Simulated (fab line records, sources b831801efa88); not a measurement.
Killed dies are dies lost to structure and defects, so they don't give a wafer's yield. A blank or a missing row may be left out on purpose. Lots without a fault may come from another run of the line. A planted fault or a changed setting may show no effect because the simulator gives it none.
A struck lot beside a sound one | flow gf180mcu | 23 steps out of a route of 602
Sound: wafers L866.1, L866.5, L866.6. Struck: wafers L877.1, L877.3, L877.4. The cause comes at the end.
At each step with rows: each side's tool, then ch and its chambers, then its first start. Under that, the readings that differ: sound wafers | struck wafers | difference of the means | sigmas: that difference in standard deviations of wafers without a fault.
alike: readings whose means differ by less than 2 such deviations, and words and numbers that are the same on both sides. not compared: withheld readings, readings that some wafer has no value for, bounds like >300 that may hide the same value, and numbers for which the record gives no deviation and whose values overlap.
The two part at a step that has a row with sigmas, a row that says differs or no value, or rows on one side only. Numbers that don't overlap but have no deviation are shown without sigmas and don't part them. A reading that every wafer of one side lacks parts them only if that side has two wafers or more.

first, 5 steps without rows for these wafers: GF_MVSD_COAT_02 (resist thk 3000 nm); GF_MVSD_SOFTBAKE_03; GF_MVSD_EXPOSE_04 (exposes mask MVSD, target cd 1000 nm); GF_MVSD_PEB_05; GF_MVSD_DEVELOP_06 (develop time 60 s).
GF_MVSD_OVL_MEAS_07:
  sound on overlay-02, day 5 23:01; struck on overlay-01, day 8 12:01
  alike: MVSD_OVL
then, 2 steps without rows for these wafers: GF_MVSD_IMPLANT_08; GF_MVSD_IMPLANT_09.
GF_MVSD_STRIP_10: strips in O2/N2.
  sound on plasma_asher-04 ch 0,1, day 5 23:21; struck on plasma_asher-03 ch 0,1, day 8 12:21
  alike: drypump_motor_current_A, heater_power_w, oes_product_au, strip_time_to_endpoint_s
  not compared: rf_hours_counter_h
GF_MVSD_TW_MEAS_11:
  sound on film_metro-03, day 5 23:27; struck on film_metro-01, day 8 12:27
  alike: MVSD_TW
then, 2 steps without rows for these wafers: GF_MVPSD_DEHYDRATE_00 (time 60 s); GF_MVPSD_HMDS_01 (prime time 60 s).
GF_MVPSD_COAT_02: resist thk 3000 nm.
  sound on litho_track-01 ch 0, day 6 06:03; struck on litho_track-04 ch 0, day 8 20:59
  reading                                 | sound          | struck         | difference | sigmas
  model.coat_of_MVPSD_COAT_02.thk_nm (nm) | 3026 3025 3031 | 2868 2862 2866 | -162       |
  alike: exhaust_pa
then, 3 steps without rows for these wafers: GF_MVPSD_SOFTBAKE_03; GF_MVPSD_EXPOSE_04 (exposes mask MVPSD, target cd 1000 nm); GF_MVPSD_PEB_05.
GF_MVPSD_DEVELOP_06: develop time 60 s.
  sound on litho_track-04 ch 0; struck on litho_track-02 ch 0
  reading                                 | sound          | struck         | difference | sigmas
  model.coat_of_MVPSD_COAT_02.thk_nm (nm) | 3025 3024 3030 | 2867 2861 2865 | -162       |
  alike: exhaust_pa
GF_MVPSD_OVL_MEAS_07:
  sound on overlay-02, day 6 14:26; struck on overlay-02, day 9 05:22
  alike: MVPSD_OVL
then, 2 steps without rows for these wafers: GF_MVPSD_IMPLANT_08; GF_MVPSD_IMPLANT_09.
GF_MVPSD_STRIP_10: strips in O2/N2.
  sound on plasma_asher-01 ch 0,1, day 6 14:46; struck on plasma_asher-03 ch 0,1, day 9 05:42
  reading                      | sound             | struck            | difference | sigmas
  drypump_motor_current_A (A)  | 5.70 5.69 5.70    | 4.96 4.95 5.01    | -0.72      | -3
  strip_time_to_endpoint_s (s) | 37.26 37.25 37.31 | 35.45 35.36 35.41 | -1.87      | -13
  alike: heater_power_w, oes_product_au
  not compared: rf_hours_counter_h
GF_MVPSD_TW_MEAS_11:
  sound on film_metro-01, day 6 14:52; struck on film_metro-03, day 9 05:48
  reading  | sound             | struck            | difference | sigmas
  MVPSD_TW | 551.8 551.3 550.7 | 557.6 558.8 556.6 | +6.4       | +2
GF_PASSIVATION_PROBE_99:
  the record has rows for the sound wafers here (prober-01, day 30 16:53) and none for the struck ones

WHERE THEY PART
First at GF_MVPSD_STRIP_10; last, within this record, at GF_PASSIVATION_PROBE_99.

WHY: what the simulator had put in
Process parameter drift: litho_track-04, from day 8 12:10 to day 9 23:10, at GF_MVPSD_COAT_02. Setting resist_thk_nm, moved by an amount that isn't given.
